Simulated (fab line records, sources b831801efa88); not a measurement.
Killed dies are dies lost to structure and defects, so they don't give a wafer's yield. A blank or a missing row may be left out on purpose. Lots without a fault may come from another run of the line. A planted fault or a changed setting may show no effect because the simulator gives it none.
fab line records | flow gf180mcu
record lots=12 wafers=36 last_day=33
route steps=602 shown STI@14 V2@384 M4@460 V4@477
lots that met no fault: from a run of the same line without faults
start_h: hours from the record's first day to the start of the lot's first wafer shown | wait_h: hours since the lot's step before | " the same as in the row above | L1.1+2: a row that stands for several wafers | - no value, or no start given | * or withheld: withheld | < > ~ a bound
route shown NAME@n: a module of which the file shows steps, and the number in the route of the first | usual: mean/standard deviation of fault-free wafers | same: alike in all rows | chamber/n: place in a boat | sites: the reading at each site | _std_site: their standard deviation | _edge_site: outer sites' mean less inner sites' | radius_mm: how far each site lies from the wafer's centre | mask NAME#n: copy n | behind: the tool/chamber that last shaped the wafer | hold: why the lot was held/for how many hours/how that ended | device: the transistor (n, p or np) that didn't switch | end of line: the same wafers' tests at the end of the route | a step without rows: its recipe alone | killed: dies lost to structure and defects at the first sort, not the wafer's yield | map: a wafer's dies, x killed, . not, _ none there
set.NAME: the setting as run; set.NAME@STEP: as run at that earlier step | model.NAME: the simulator's own value behind a step, which no gauge read
steps of the route over a sample of lots; a table a step, a row a wafer
services: from which hour (start_h, from the record's first day; less than 0 if before it) a tool's chamber was out of use, for how many hours, and why
## steps
# step GF_STI_ETCH_13
# recipe chemistry=CHF3/O2 stop_on=Si over_etch_frac=0.3 target_depth_a=2823.1 source_w=600 bias_w=200 pressure_mtorr=40 chf3_flow_sccm=50 O2_flow_sccm=5 time_s=112.9
# usual bias_w=200.0/0.62 drypump_motor_current_A=5.5/0.46 oes_product_au=0.831/0.0062 throttle_valve_pct=8.809/0.0096
# columns lot.wafer tool chamber start_h wait_h bias_w drypump_motor_current_A oes_product_au rf_hours_counter_h throttle_valve_pct
L306.2 rie_diel-01 1 25.88 0.1 199.9 6.5 0.833 49 8.804
L306.5 " 2 " " 200.1 5.7 0.835 - 8.811
L306.6 " 3 " " 200.6 5.6 0.836 - 8.809
L307.2 rie_diel-02 1 31.16 0.1 200.4 5.6 0.835 3 8.813
L307.5 " 2 " " 199.8 4.8 0.824 - 8.800
L307.6 " 1 " " 199.9 5.6 0.829 - 8.804
L308.1 rie_diel-01 1 35.78 0.1 200.4 6.5 0.835 49 8.816
L308.2 " 3 " " 199.4 5.6 0.843 129 8.811
L308.4 " 2 " " 200.3 5.7 0.834 7 8.823
L309.1 rie_diel-01 0 41.83 0.1 200.6 4.9 0.835 123 8.793
L309.3 " 1 " " 200.4 6.5 0.833 49 8.803
L309.6 " 2 " " 200.2 5.7 0.838 - 8.794
L311.1 rie_diel-03 0 50.93 0.1 199.7 5.0 0.838 38 8.814
L311.3 " 3 " " 198.9 5.4 0.836 151 8.796
L311.4 " 3 " " 200.2 5.4 0.829 - 8.816
L312.2 rie_diel-03 3 56.61 0.1 199.6 5.4 0.832 151 8.810
L312.4 " 3 " " 200.4 5.4 0.834 - 8.802
L312.6 " 0 " " 198.9 5.1 0.829 - 8.806
L313.1 rie_diel-02 1 62.56 0.1 199.8 5.7 0.829 4 8.813
L313.2 " 3 " " 199.7 5.4 0.824 90 8.813
L313.6 " 3 " " 199.8 5.4 0.830 - 8.809
L316.1 rie_diel-02 1 77.71 0.1 200.9 5.6 0.832 4 8.816
L316.4 " 2 " " 199.8 4.8 0.833 131 8.807
L316.6 " 2 " " 200.9 4.8 0.834 - 8.830
L318.1 rie_diel-03 0 87.95 0.1 163.4 5.1 0.821 39 8.808
L318.5 " 2 " " 199.2 5.6 0.823 - 8.809
L318.6 " 3 " " 200.0 5.4 0.830 - 8.793
L322.1 rie_diel-02 3 108.63 0.1 200.5 5.4 0.835 92 8.795
L322.2 " 0 " " 199.7 5.8 0.836 1 8.806
L322.4 " 2 " " 198.9 4.8 0.830 132 8.803
L326.1 rie_diel-02 1 127.30 0.1 201.3 5.6 0.824 6 8.808
L326.5 " 1 " " 200.9 5.7 0.833 - 8.793
L326.6 " 2 " " 199.6 4.8 0.840 - 8.801
L325.3 rie_diel-01 3 127.51 0.1 199.7 5.7 0.835 132 8.804
L325.5 " 3 " " 199.6 5.6 0.837 - 8.806
L325.6 " 2 " " 200.0 5.7 0.833 - 8.793
# step GF_STI_STRIP_15
# recipe chemistry=O2/N2 power_w=1400 pressure_mtorr=1500 platen_temp_c=250 o2_flow_sccm=3000 n2_flow_sccm=300 overash_fraction=0.5
# usual drypump_motor_current_A=6.11/0.22 heater_power_w=340/35 oes_product_au=0.384/0.0046 strip_time_to_endpoint_s=3.72/0.05
# columns lot.wafer tool chamber start_h wait_h drypump_motor_current_A heater_power_w oes_product_au rf_hours_counter_h strip_time_to_endpoint_s
L306.2 plasma_asher-03 0 26.04 0.0 6.15 329 0.379 24 3.69
L306.5 " 0 " " 6.11 324 0.385 - 3.70
L306.6 " 1 " " 6.42 281 0.386 - 3.76
L307.2 plasma_asher-02 0 31.32 0.0 6.15 357 0.379 36 3.70
L307.5 " 0 " " 6.15 354 0.386 - 3.73
L307.6 " 1 " " 6.33 396 0.381 - 3.71
L308.1 plasma_asher-02 0 35.94 0.0 6.08 348 0.382 36 3.74
L308.2 " 1 " " 6.36 387 0.386 36 3.78
L308.4 " 1 " " 6.36 393 0.385 - 3.70
L309.1 plasma_asher-02 0 41.99 0.0 6.06 356 0.386 37 3.73
L309.3 " 0 " " 6.06 346 0.387 - 3.72
L309.6 " 1 " " 6.32 396 0.379 - 3.75
L311.1 plasma_asher-01 0 51.09 0.0 5.79 371 0.373 39 3.71
L311.3 " 0 " " 5.79 362 0.382 - 3.75
L311.4 " 1 " " 5.94 328 0.391 - 3.83
L312.2 plasma_asher-01 1 56.77 0.0 5.96 324 0.376 39 3.75
L312.4 " 0 " " 5.79 373 0.381 - 3.75
L312.6 " 1 " " 5.95 318 0.392 - 3.71
L313.1 plasma_asher-01 0 62.72 0.0 5.79 368 0.385 40 3.75
L313.2 " 1 " " 5.97 315 0.385 40 3.70
L313.6 " 1 " " 5.94 322 0.382 - 3.73
L316.1 plasma_asher-02 0 77.87 0.0 6.07 345 0.388 41 3.68
L316.4 " 1 " " 6.33 388 0.387 - 3.70
L316.6 " 1 " " 6.33 378 0.383 - 3.73
L318.1 plasma_asher-01 0 88.11 0.0 5.74 365 0.393 42 3.88
L318.5 " 0 " " 5.76 366 0.382 - 3.71
L318.6 " 1 " " 5.96 324 0.381 - 3.75
L322.1 plasma_asher-03 0 108.79 0.0 6.12 328 0.387 33 3.67
L322.2 " 1 " " 6.41 289 0.383 33 3.71
L322.4 " 0 " " 6.08 327 0.384 - 3.72
L326.1 plasma_asher-02 0 127.46 0.0 6.12 350 0.383 1 3.72
L326.5 " 1 " " 6.30 384 0.381 - 3.67
L326.6 " 0 " " 6.14 350 0.384 - 3.75
L325.3 plasma_asher-03 0 127.70 0.1 6.08 329 0.392 - 3.81
L325.5 " 0 " " 6.07 327 0.386 - 3.81
L325.6 " 1 " " 6.42 279 0.382 - 3.66
# step GF_V2_CVD_02
# recipe material=SiO2 target_thk_nm=850 precursor=TEOS temp_c=400 time_s=94.851 rf_w=600
# usual heater_power_w=686/99
# columns lot.wafer tool chamber start_h wait_h heater_power_w since_wet_clean_h
L306.2 pecvd-04 0 430.04 0.0 569 47
L306.5 " 0 " " 626 -
L306.6 " 2 " " 797 -
L307.2 pecvd-02 0 438.30 0.0 745 680
L307.5 " 2 " " 680 -
L307.6 " 0 " " 591 -
L308.1 pecvd-04 0 451.98 0.1 585 69
L308.2 " 2 " " 831 69
L308.4 " 0 " " 615 -
L309.1 pecvd-01 0 456.88 0.1 704 282
L309.3 " 1 " " 832 282
L309.6 " 2 " " 693 -
L311.1 pecvd-04 2 478.32 0.1 770 95
L311.3 " 0 " " 706 95
L311.4 " 1 " " 458 -
L312.2 pecvd-04 2 494.08 0.0 758 111
L312.4 " 1 " " 455 -
L312.6 " 2 " " 812 -
L313.1 pecvd-01 2 508.13 0.1 740 334
L313.2 " 1 " " 860 334
L313.6 " 1 " " 686 -
L316.1 pecvd-01 1 529.89 0.1 815 355
L316.4 " 1 " " 864 -
L316.6 " 0 " " 687 -
L318.1 pecvd-04 2 548.68 0.1 851 166
L318.5 " 0 " " 672 -
L318.6 " 2 " " 671 -
L322.1 pecvd-01 2 585.74 0.1 733 411
L322.2 " 1 " " 752 411
L322.4 " 2 " " 749 -
L325.3 pecvd-04 0 604.41 0.0 690 222
L325.5 " 2 " " 774 -
L325.6 " 1 " " 564 -
L326.1 pecvd-02 1 605.23 0.1 665 0
L326.5 " 1 " " 711 -
L326.6 " 0 " " 636 -
# step GF_M4_SPUTTER_04
# recipe material=TiN target_thk_nm=50 power_w=6500 time_s=41.7 chamber_pressure_pa=0.4
# usual throttle_valve_pct=29.9/1.2
# columns lot.wafer tool chamber start_h wait_h throttle_valve_pct
L306.2 pvd_sputter-03 - 507.48 0.0 30.6
L306.5 " - " " 30.5
L306.6 " - " " 28.0
L307.2 pvd_sputter-03 - 515.51 0.0 28.1
L307.5 " - " " 28.2
L307.6 " - " " 30.8
L308.1 pvd_sputter-04 - 527.19 0.0 29.4
L308.2 " - " " 32.0
L308.4 " - " " 29.8
L309.1 pvd_sputter-04 - 532.54 0.0 30.8
L309.3 " - " " 31.7
L309.6 " - " " 30.6
L311.1 pvd_sputter-03 - 551.93 0.0 30.6
L311.3 " - " " 30.8
L311.4 " - " " 28.1
L312.2 pvd_sputter-04 - 566.99 0.0 31.6
L312.4 " - " " 30.0
L312.6 " - " " 31.8
L313.1 pvd_sputter-03 - 579.98 0.0 28.3
L313.2 " - " " 30.7
L313.6 " - " " 29.0
L316.1 pvd_sputter-02 - 601.40 0.0 28.1
L316.4 " - " " 30.3
L316.6 " - " " 28.2
L318.1 pvd_sputter-03 - 618.18 0.0 28.1
L318.5 " - " " 30.8
L318.6 " - " " 29.1
L322.1 pvd_sputter-02 - 653.58 0.0 28.0
L322.2 " - " " 30.5
L322.4 " - " " 31.4
L325.3 pvd_sputter-04 - 669.73 0.0 32.0
L325.5 " - " " 29.6
L325.6 " - " " 31.6
L326.1 pvd_sputter-03 - 670.14 0.0 27.7
L326.5 " - " " 28.2
L326.6 " - " " 28.8
# step GF_V4_THK_MEAS_01
# recipe reads=SiO2_of_V4_CVD_00
# usual V4_CVD_00_THK=599/6.6
# columns lot.wafer tool chamber start_h wait_h V4_CVD_00_THK[nm]
L306.2 film_metro-02 - 531.43 0.0 591
L306.5 " - " " 590
L306.6 " - " " 591
L307.2 film_metro-04 - 538.64 0.0 605
L307.5 " - " " 604
L307.6 " - " " 600
L308.1 film_metro-04 - 550.68 0.0 602
L308.2 " - " " 605
L308.4 " - " " 601
L309.1 film_metro-02 - 557.03 0.0 612
L309.3 " - " " 612
L309.6 " - " " 603
L311.1 film_metro-04 - 574.98 0.0 599
L311.3 " - " " 599
L311.4 " - " " 595
L312.2 film_metro-03 - 589.08 0.0 599
L312.4 " - " " 595
L312.6 " - " " 590
L313.1 film_metro-04 - 602.22 0.0 603
L313.2 " - " " 604
L313.6 " - " " 605
L316.1 film_metro-04 - 622.70 0.0 590
L316.4 " - " " 595
L316.6 " - " " 591
L318.1 film_metro-02 - 639.37 0.0 599
L318.5 " - " " 611
L318.6 " - " " 598
L322.1 film_metro-03 - 673.42 0.0 591
L322.2 " - " " 597
L322.4 " - " " 590
L325.3 film_metro-03 - 689.68 0.1 582
L325.5 " - " " 598
L325.6 " - " " 588
L326.1 film_metro-02 - 689.82 0.0 606
L326.5 " - " " 597
L326.6 " - " " 591
## services
# columns tool chamber start_h hours kind
rie_diel-02 2 34.44 1.7 repair
rie_diel-02 - 46.35 2.8 pm
pecvd-04 1 87.30 13.8 repair
plasma_asher-02 - 108.75 9.0 pm
pecvd-04 - 150.06 2.9 repair
rie_diel-02 3 172.41 12.1 repair
plasma_asher-02 - 174.00 0.7 repair
plasma_asher-02 - 185.70 0.8 repair
rie_diel-02 - 213.36 14.6 pm
plasma_asher-02 - 245.83 2.8 pm
plasma_asher-02 - 275.56 11.4 repair
pecvd-04 2 294.16 18.5 repair
plasma_asher-02 - 302.57 13.1 repair
plasma_asher-02 - 305.18 0.7 repair
plasma_asher-02 - 359.37 4.4 repair
pecvd-04 - 365.60 1.1 repair
pecvd-04 2 366.09 10.0 repair
pecvd-04 - 368.88 14.0 pm
rie_diel-02 3 375.86 4.3 repair
pvd_sputter-03 - 394.63 1.7 repair
pecvd-04 - 483.19 4.3 pm
pvd_sputter-03 - 591.17 5.0 repair
pecvd-04 - 622.27 2.8 pm
pecvd-04 - 644.11 6.7 repair
## key
first_sign step=GF_STI_ETCH_13 reading=bias_w direction=down sigmas=59 usual=200.0 struck=163.4
effect step=GF_STI_STRIP_15 reading=strip_time_to_endpoint_s direction=up sigmas=3.1 usual=* struck=*
met_at GF_STI_ETCH_13
struck_lots L318
struck_wafers L318.1
tester_left_out L318
not_acting_at GF_V2_CVD_02,GF_M4_SPUTTER_04,GF_V4_THK_MEAS_01
onset_between 56.61 87.95
fault kind=process_parameter_drift tool=rie_diel-03 chamber=0 onset_h=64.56 steps=GF_STI_ETCH_13 channel=bias_w offset=-36.209 shape=step end_h=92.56 acts_in=these_recipes_only stated=200
# tester_left_out: of these lots the tester's yield and bins aren't shown, on N5 and GAA mostly nor the transistor test; their killed dies are dies lost to structure and defects alone, not to doping, threshold or leakage, so they don't give the yield
